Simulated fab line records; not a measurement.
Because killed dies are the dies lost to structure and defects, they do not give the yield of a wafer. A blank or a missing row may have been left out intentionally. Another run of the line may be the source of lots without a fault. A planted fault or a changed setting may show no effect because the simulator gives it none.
Which tool did it? ; flow sky130 ; Sampling: 15 lots, 45 wafers, 4 of 708 route steps

== WHAT THE GAUGES READ, wafer by wafer ==
The record holds no reading of a measuring or inspecting step that can be judged against a usual standard deviation.

== TOOL THAT RAN EACH LOT (tool first, then ch and the chambers of the sampled wafers, then the start) ==
lot;SKY_METAL1_SPUTTER_04;SKY_VIA1_CMP_02;SKY_VIA1_PEB_10;SKY_VIA1_ETCH_14
L569;pvd sputter-01, day 31 18:19;cmp-02 ch 0,1,3, day 32 22:31;litho track-04 ch 0, day 34 01:00;rie diel-02 ch 0,2,3, day 34 01:43
L571;pvd sputter-04, day 32 16:31;cmp-01 ch 1,2, day 33 20:12;litho track-03 ch 0, day 34 23:00;rie diel-02 ch 0,1,2, day 34 23:56
L574;pvd sputter-01, day 33 09:35;cmp-02 ch 0,1, day 34 13:49;litho track-03 ch 0, day 35 16:00;rie diel-02 ch 0,1,2, day 35 17:11
L573;pvd sputter-02, day 33 13:05;cmp-02 ch 0,1,3, day 34 17:46;litho track-02 ch 0, day 35 21:00;rie diel-04 ch 0,2,3, day 35 21:34
L576;pvd sputter-01, day 34 10:27;cmp-01 ch 0,2,3, day 35 14:32;litho track-03 ch 0, day 36 15:00;rie diel-04 ch 1,2,3, day 36 16:26
L583;pvd sputter-01, day 37 06:19;cmp-01 ch 1,3, day 38 09:37;litho track-03 ch 0, day 39 10:00;rie diel-02 ch 0,1, day 39 11:11
L579;pvd sputter-04, day 37 07:40;cmp-01 ch 1,2,3, day 38 11:23;litho track-03, day 39 13:00;rie diel-02 ch 0,3, day 39 13:44
L580;pvd sputter-04, day 37 12:43;cmp-01 ch 1,2,3, day 38 16:10;litho track-03, day 39 18:00;rie diel-04 ch 0,1,2, day 39 18:32
L581;pvd sputter-02, day 37 13:41;cmp-01 ch 0,1,2, day 38 17:17;litho track-03, day 39 18:00;rie diel-02 ch 1,2,3, day 39 18:53
L585;pvd sputter-04, day 37 23:46;cmp-01 ch 1,2,3, day 39 03:19;litho track-02 ch 0, day 40 03:00;rie diel-04 ch 0,1,3, day 40 04:22
L586;pvd sputter-01, day 38 01:16;cmp-02 ch 0,1,3, day 39 04:38;litho track-04 ch 0, day 40 05:00;rie diel-04 ch 1,2,3, day 40 06:00
L587;pvd sputter-02, day 38 06:45;cmp-02 ch 1,2,3, day 39 09:50;litho track-03 ch 0, day 40 10:00;rie diel-04 ch 0,2,3, day 40 10:53
L588;pvd sputter-04, day 38 08:33;cmp-01 ch 1,2,3, day 39 12:01;litho track-03 ch 0, day 40 11:00;rie diel-03 ch 0,1,2, day 40 12:02
L589;pvd sputter-04, day 38 18:51;cmp-02 ch 1,2, day 39 21:43;litho track-02 ch 0, day 40 22:00;rie diel-04 ch 0,1, day 40 22:37
L590;pvd sputter-01, day 39 00:21;cmp-01 ch 0,1,3, day 40 02:41;litho track-04 ch 0, day 41 02:00;rie diel-03 ch 1,2,3, day 41 02:51
- SKY_METAL1_SPUTTER_04: material TiN, target thk 70 nm, time 58.3 s.
- SKY_VIA1_CMP_02: polishes SiO2.
- SKY_VIA1_PEB_10
- SKY_VIA1_ETCH_14: etches BARC in N2/H2, stops on SiO2, time 45.9 s, target depth 60 nm.

== AS READ BY THE TOOLS THEMSELVES (means over the sampled wafers that have a number; for cases with no such wafer, the mark the record gives instead) ==
SKY_METAL1_SPUTTER_04.
lot;tool;throttle valve pct (%)
L569;pvd sputter-01;29.1
L571;pvd sputter-04;30.4
L574;pvd sputter-01;28.4
L573;pvd sputter-02;29.7
L576;pvd sputter-01;28.4
L583;pvd sputter-01;29.1
L579;pvd sputter-04;30.0
L580;pvd sputter-04;29.9
L581;pvd sputter-02;30.8
L585;pvd sputter-04;29.5
L586;pvd sputter-01;29.5
L587;pvd sputter-02;30.0
L588;pvd sputter-04;29.4
L589;pvd sputter-04;29.7
L590;pvd sputter-01;28.6

SKY_VIA1_CMP_02.
lot;tool;motor current A (A);slurry flow ml min
L569;cmp-02;12.9;149.7
L571;cmp-01;13.3;150.1
L574;cmp-02;13.9;150.1
L573;cmp-02;12.6;150.5
L576;cmp-01;13.1;150.0
L583;cmp-01;12.4;149.3
L579;cmp-01;12.9;150.4
L580;cmp-01;13.0;150.0
L581;cmp-01;13.3;150.1
L585;cmp-01;13.1;150.4
L586;cmp-02;12.9;150.5
L587;cmp-02;11.9;150.2
L588;cmp-01;12.9;150.0
L589;cmp-02;11.7;150.0
L590;cmp-01;13.0;149.9

SKY_VIA1_PEB_10.
lot;tool;exhaust pa (Pa)
L569;litho track-04;44.6
L571;litho track-03;44.2
L574;litho track-03;45.8
L573;litho track-02;46.0
L576;litho track-03;45.3
L583;litho track-03;45.7
L579;litho track-03;-
L580;litho track-03;-
L581;litho track-03;-
L585;litho track-02;45.2
L586;litho track-04;45.1
L587;litho track-03;44.5
L588;litho track-03;47.3
L589;litho track-02;44.2
L590;litho track-04;44.9

SKY_VIA1_ETCH_14.
lot;tool;drypump motor current A (A);oes product au (a.u.);throttle valve pct (%)
L569;rie diel-02;5.5;0.858;13.226
L571;rie diel-02;5.6;0.855;13.215
L574;rie diel-02;5.6;0.856;13.224
L573;rie diel-04;5.5;0.854;13.224
L576;rie diel-04;5.4;0.852;13.232
L583;rie diel-02;5.9;0.854;13.222
L579;rie diel-02;5.2;0.853;13.222
L580;rie diel-04;5.7;0.853;13.221
L581;rie diel-02;6.1;0.852;13.229
L585;rie diel-04;5.5;0.855;13.225
L586;rie diel-04;5.4;0.852;13.224
L587;rie diel-04;5.5;0.855;13.222
L588;rie diel-03;5.3;0.856;13.221
L589;rie diel-04;5.7;0.855;13.225
L590;rie diel-03;5.0;0.857;13.229

== THE ANSWER, worked out from the rows above alone ==
Rule: the lots themselves supply what counts as usual. Put in order of their means at a reading, lots are off if they are a third of the lots or fewer, leave a main group of 4 or more, and stand apart from it by a gap of 3 or more times the standard deviation of the main group's means; of several such gaps the widest counts. The tables above print the reading to a certain number of digits; a main group whose means all agree to those digits is not used. Also off: a lot with no number at a reading for which 4 or more lots have one. All remaining lots with rows at the step are treated as sound. Order of review: gauges by route order, followed by the tools' own readings, for which a lot's mean as printed above is used. The first step at which some lot is off is used, and at that step the reading that is off furthest; a lot without a number counts as furthest.
Off: L579, L580, L581, at SKY_VIA1_PEB_10 (exhaust pa). Without a number there: L579, L580, L581. Main group: mean 45.2 Pa, sd 0.85.
If a tool, at that step or one of the process steps before it, ran each lot that is off and ran no sound lot following the first of them, it fits. No candidate that was tried fits.

== WHAT HAD BEEN PUT IN BY THE SIMULATOR ==
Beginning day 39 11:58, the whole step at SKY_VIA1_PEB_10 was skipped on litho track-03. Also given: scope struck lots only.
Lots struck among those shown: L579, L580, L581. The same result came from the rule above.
